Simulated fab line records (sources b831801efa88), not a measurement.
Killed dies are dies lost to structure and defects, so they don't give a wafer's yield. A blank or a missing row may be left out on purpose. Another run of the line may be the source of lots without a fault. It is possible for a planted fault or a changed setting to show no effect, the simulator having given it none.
What tool caused it? :: flow gf180mcu :: 42 wafers from 14 lots sampled at 4 of the route's 602 steps

WHAT THE GAUGES SHOWED, per wafer
GF_HV_LDD_THK_MEAS_55. Usual: HV_LDD_CVD_54_THK typically reads 9.99 nm, with standard deviation 0.14.
lot: L149
measured: day 13 01:33
on: filmMetro-01
HV_LDD_CVD_54_THK (nm): 9.93 9.67 9.78
flag: 

lot: L150
measured: day 13 10:55
on: filmMetro-03
HV_LDD_CVD_54_THK (nm): 9.99 9.98 10.02
flag: 

lot: L152
measured: day 13 23:48
on: filmMetro-04
HV_LDD_CVD_54_THK (nm): 9.87 9.89 10.12
flag: 

lot: L153
measured: day 14 15:26
on: filmMetro-04
HV_LDD_CVD_54_THK (nm): 9.92 9.90 9.92
flag: 

lot: L154
measured: day 14 22:07
on: filmMetro-03
HV_LDD_CVD_54_THK (nm): 9.85 10.03 9.84
flag: 

lot: L155
measured: day 15 04:38
on: filmMetro-03
HV_LDD_CVD_54_THK (nm): 9.95 9.98 9.69
flag: 

lot: L156
measured: day 15 08:38
on: filmMetro-01
HV_LDD_CVD_54_THK (nm): 9.97 10.05 9.97
flag: 

lot: L157
measured: day 15 22:21
on: filmMetro-04
HV_LDD_CVD_54_THK (nm): 10.06 10.04 9.97
flag: 

lot: L161
measured: day 17 02:10
on: filmMetro-03
HV_LDD_CVD_54_THK (nm): 9.98 9.96 9.82
flag: 

lot: L165
measured: day 18 12:52
on: filmMetro-01
HV_LDD_CVD_54_THK (nm): 9.93 9.84 9.83
flag: 

lot: L166
measured: day 19 02:34
on: filmMetro-03
HV_LDD_CVD_54_THK (nm): 10.02 10.14 10.08
flag: 

lot: L167
measured: day 19 10:02
on: filmMetro-01
HV_LDD_CVD_54_THK (nm): 9.92 9.88 9.95
flag: 

lot: L169
measured: day 19 19:11
on: filmMetro-04
HV_LDD_CVD_54_THK (nm): 10.24 10.05 10.29
flag: 

lot: L170
measured: day 20 05:20
on: filmMetro-03
HV_LDD_CVD_54_THK (nm): 9.81 9.84 9.82
flag: 

GF_NSD_TW_MEAS_12. Usual: NSD_TW typically reads 4263, with standard deviation 31.
lot: L149
measured: day 14 00:29
on: filmMetro-03
NSD_TW: 4270 4285 4267
flag: 

lot: L150
measured: day 14 09:29
on: filmMetro-02
NSD_TW: 4298 4275 4280
flag: 

lot: L152
measured: day 14 22:46
on: filmMetro-04
NSD_TW: 4255 4265 4270
flag: 

lot: L153
measured: day 15 14:58
on: filmMetro-04
NSD_TW: 4231 4216 4214
flag: 

lot: L154
measured: day 15 22:32
on: filmMetro-02
NSD_TW: 4292 4293 4277
flag: 

lot: L157
measured: day 16 23:43
on: filmMetro-04
NSD_TW: 4200 4230 4223
flag: 

lot: L161
measured: day 18 04:58
on: filmMetro-04
NSD_TW: 4262 4249 4261
flag: 

lot: L165
measured: day 19 14:34
on: filmMetro-03
NSD_TW: 4278 4293 4285
flag: 

lot: L166
measured: day 20 05:22
on: filmMetro-02
NSD_TW: 4279 4266 4275
flag: 

lot: L167
measured: day 20 11:53
on: filmMetro-04
NSD_TW: 4236 4234 4234
flag: 

lot: L169
measured: day 20 21:19
on: filmMetro-03
NSD_TW: 4279 4290 4286
flag: 

lot: L170
measured: day 21 07:29
on: filmMetro-02
NSD_TW: 4307 4290 4286
flag: 

EACH LOT AND THE TOOL THAT RAN IT (in order: tool; ch and the chambers of the sampled wafers; start)
lot: L149
GF_HV_LDD_STRIP_22: plasmaAsher-01 ch 0,1, day 11 08:25
GF_HV_LDD_CVD_56: lpcvd-01 ch 0, day 13 01:35

lot: L150
GF_HV_LDD_STRIP_22: plasmaAsher-03 ch 0,1, day 11 17:07
GF_HV_LDD_CVD_56: lpcvd-01 ch 0, day 13 10:56

lot: L152
GF_HV_LDD_STRIP_22: plasmaAsher-01 ch 0,1, day 12 04:40
GF_HV_LDD_CVD_56: lpcvd-01 ch 0, day 13 23:52

lot: L153
GF_HV_LDD_STRIP_22: plasmaAsher-04 ch 0,1, day 12 19:46
GF_HV_LDD_CVD_56: lpcvd-01 ch 1, day 14 15:30

lot: L154
GF_HV_LDD_STRIP_22: plasmaAsher-04 ch 0,1, day 13 02:21
GF_HV_LDD_CVD_56: lpcvd-01 ch 1, day 14 22:10

lot: L155
GF_HV_LDD_STRIP_22: plasmaAsher-01 ch 0,1, day 13 09:10
GF_HV_LDD_CVD_56: lpcvd-01 ch 1, day 15 04:41

lot: L156
GF_HV_LDD_STRIP_22: plasmaAsher-04 ch 0,1, day 13 11:44
GF_HV_LDD_CVD_56: lpcvd-02 ch 0, day 15 08:41

lot: L157
GF_HV_LDD_STRIP_22: plasmaAsher-01 ch 0,1, day 14 00:42
GF_HV_LDD_CVD_56: lpcvd-02 ch 0, day 15 22:40

lot: L161
GF_HV_LDD_STRIP_22: plasmaAsher-01 ch 0,1, day 15 02:55
GF_HV_LDD_CVD_56: lpcvd-01 ch 1, day 17 03:29

lot: L165
GF_HV_LDD_STRIP_22: plasmaAsher-01 ch 0,1, day 16 11:14
GF_HV_LDD_CVD_56: lpcvd-02 ch 0, day 18 12:56

lot: L166
GF_HV_LDD_STRIP_22: plasmaAsher-01 ch 0,1, day 16 23:42
GF_HV_LDD_CVD_56: lpcvd-01 ch 1, day 19 02:37

lot: L167
GF_HV_LDD_STRIP_22: plasmaAsher-04 ch 0,1, day 17 08:04
GF_HV_LDD_CVD_56: lpcvd-01 ch 0, day 19 10:05

lot: L169
GF_HV_LDD_STRIP_22: plasmaAsher-01 ch 0,1, day 17 17:09
GF_HV_LDD_CVD_56: lpcvd-02 ch 1, day 19 19:14

lot: L170
GF_HV_LDD_STRIP_22: plasmaAsher-04 ch 0,1, day 18 02:54
GF_HV_LDD_CVD_56: lpcvd-02 ch 0, day 20 05:23
- GF_HV_LDD_STRIP_22: strips in O2/N2.
- GF_HV_LDD_CVD_56: deposits Si3N4 from DCS/NH3, target thk 90 nm, time 1543 s.

AS READ BY THE TOOLS THEMSELVES (means over the sampled wafers that have a number; for cases with no such wafer, the mark the record gives instead)
GF_HV_LDD_STRIP_22. Usual: drypumpMotorCurrentA 5.8 A, standard deviation 0.61; heaterPowerW 322 W, standard deviation 25; oesProductAu 0.716 a.u., standard deviation 0.0042; stripTimeToEndpointS 12.624 s, standard deviation 0.027.
lot: L149
tool: plasmaAsher-01
drypumpMotorCurrentA (A): 5.7
heaterPowerW (W): 311
oesProductAu (a.u.): 0.712
stripTimeToEndpointS (s): 12.608
flag: 

lot: L150
tool: plasmaAsher-03
drypumpMotorCurrentA (A): 6.5
heaterPowerW (W): 340
oesProductAu (a.u.): 0.713
stripTimeToEndpointS (s): 12.664
flag: 

lot: L152
tool: plasmaAsher-01
drypumpMotorCurrentA (A): 5.7
heaterPowerW (W): 300
oesProductAu (a.u.): 0.719
stripTimeToEndpointS (s): 12.624
flag: 

lot: L153
tool: plasmaAsher-04
drypumpMotorCurrentA (A): 5.4
heaterPowerW (W): 355
oesProductAu (a.u.): 0.717
stripTimeToEndpointS (s): 12.602
flag: 

lot: L154
tool: plasmaAsher-04
drypumpMotorCurrentA (A): 6.0
heaterPowerW (W): 337
oesProductAu (a.u.): 0.716
stripTimeToEndpointS (s): 12.594
flag: 

lot: L155
tool: plasmaAsher-01
drypumpMotorCurrentA (A): 5.7
heaterPowerW (W): 302
oesProductAu (a.u.): 0.715
stripTimeToEndpointS (s): 12.622
flag: 

lot: L156
tool: plasmaAsher-04
drypumpMotorCurrentA (A): 5.4
heaterPowerW (W): 350
oesProductAu (a.u.): 0.716
stripTimeToEndpointS (s): 12.594
flag: 

lot: L157
tool: plasmaAsher-01
drypumpMotorCurrentA (A): 5.7
heaterPowerW (W): 306
oesProductAu (a.u.): 0.714
stripTimeToEndpointS (s): 12.612
flag: 

lot: L161
tool: plasmaAsher-01
drypumpMotorCurrentA (A): 5.7
heaterPowerW (W): 311
oesProductAu (a.u.): 0.720
stripTimeToEndpointS (s): 12.599
flag: 

lot: L165
tool: plasmaAsher-01
drypumpMotorCurrentA (A): 5.7
heaterPowerW (W): 303
oesProductAu (a.u.): 0.718
stripTimeToEndpointS (s): 12.623
flag: 

lot: L166
tool: plasmaAsher-01
drypumpMotorCurrentA (A): 5.7
heaterPowerW (W): 307
oesProductAu (a.u.): 0.711
stripTimeToEndpointS (s): 12.660
flag: 

lot: L167
tool: plasmaAsher-04
drypumpMotorCurrentA (A): 5.4
heaterPowerW (W): 354
oesProductAu (a.u.): 0.719
stripTimeToEndpointS (s): 12.624
flag: 

lot: L169
tool: plasmaAsher-01
drypumpMotorCurrentA (A): 5.7
heaterPowerW (W): 306
oesProductAu (a.u.): 0.718
stripTimeToEndpointS (s): 12.657
flag: 

lot: L170
tool: plasmaAsher-04
drypumpMotorCurrentA (A): 5.4
heaterPowerW (W): 350
oesProductAu (a.u.): 0.716
stripTimeToEndpointS (s): 12.630
flag: 

GF_HV_LDD_CVD_56. Usual: pressureMtorr 250.1 mTorr, standard deviation 0.49; spikeTcBottomC 791.1 C, standard deviation 2.4.
lot: L149
tool: lpcvd-01
pressureMtorr (mTorr): 249.8
spikeTcBottomC (C): 790.8
flag: 

lot: L150
tool: lpcvd-01
pressureMtorr (mTorr): 250.0
spikeTcBottomC (C): 791.3
flag: 

lot: L152
tool: lpcvd-01
pressureMtorr (mTorr): 249.9
spikeTcBottomC (C): 790.8
flag: 

lot: L153
tool: lpcvd-01
pressureMtorr (mTorr): 249.9
spikeTcBottomC (C): 793.6
flag: 

lot: L154
tool: lpcvd-01
pressureMtorr (mTorr): 250.5
spikeTcBottomC (C): 792.7
flag: 

lot: L155
tool: lpcvd-01
pressureMtorr (mTorr): -
spikeTcBottomC (C): -
flag: OFF

lot: L156
tool: lpcvd-02
pressureMtorr (mTorr): -
spikeTcBottomC (C): -
flag: OFF

lot: L157
tool: lpcvd-02
pressureMtorr (mTorr): 250.4
spikeTcBottomC (C): 790.4
flag: 

lot: L161
tool: lpcvd-01
pressureMtorr (mTorr): 249.4
spikeTcBottomC (C): 793.7
flag: 

lot: L165
tool: lpcvd-02
pressureMtorr (mTorr): 250.2
spikeTcBottomC (C): 792.2
flag: 

lot: L166
tool: lpcvd-01
pressureMtorr (mTorr): 249.8
spikeTcBottomC (C): 792.7
flag: 

lot: L167
tool: lpcvd-01
pressureMtorr (mTorr): 249.6
spikeTcBottomC (C): 791.2
flag: 

lot: L169
tool: lpcvd-02
pressureMtorr (mTorr): 250.0
spikeTcBottomC (C): 787.0
flag: 

lot: L170
tool: lpcvd-02
pressureMtorr (mTorr): 250.1
spikeTcBottomC (C): 790.8
flag: 

THE ANSWER, worked out from the rows above alone
Rule: a lot counts as off when the mean over its wafers that have a number is more than 3 standard deviations away from the usual mean. A lot without any number at a reading at which 4 lots or more have one is off too. The other lots that the step has rows for count as sound. First the gauges in route order, then the tools' own readings, where a lot's mean is used as printed above. The first step at which some lot is off is used, and at that step the reading that is off furthest; a lot without a number counts as furthest.
Off: L155, L156 (GF_HV_LDD_CVD_56, pressureMtorr). Without a number there: L155, L156.
A tool fits if, at that step or a process step before it, it ran every lot that is off, and no sound lot after the first of them. None of those tried fits.

WHAT HAD BEEN PUT IN BY THE SIMULATOR
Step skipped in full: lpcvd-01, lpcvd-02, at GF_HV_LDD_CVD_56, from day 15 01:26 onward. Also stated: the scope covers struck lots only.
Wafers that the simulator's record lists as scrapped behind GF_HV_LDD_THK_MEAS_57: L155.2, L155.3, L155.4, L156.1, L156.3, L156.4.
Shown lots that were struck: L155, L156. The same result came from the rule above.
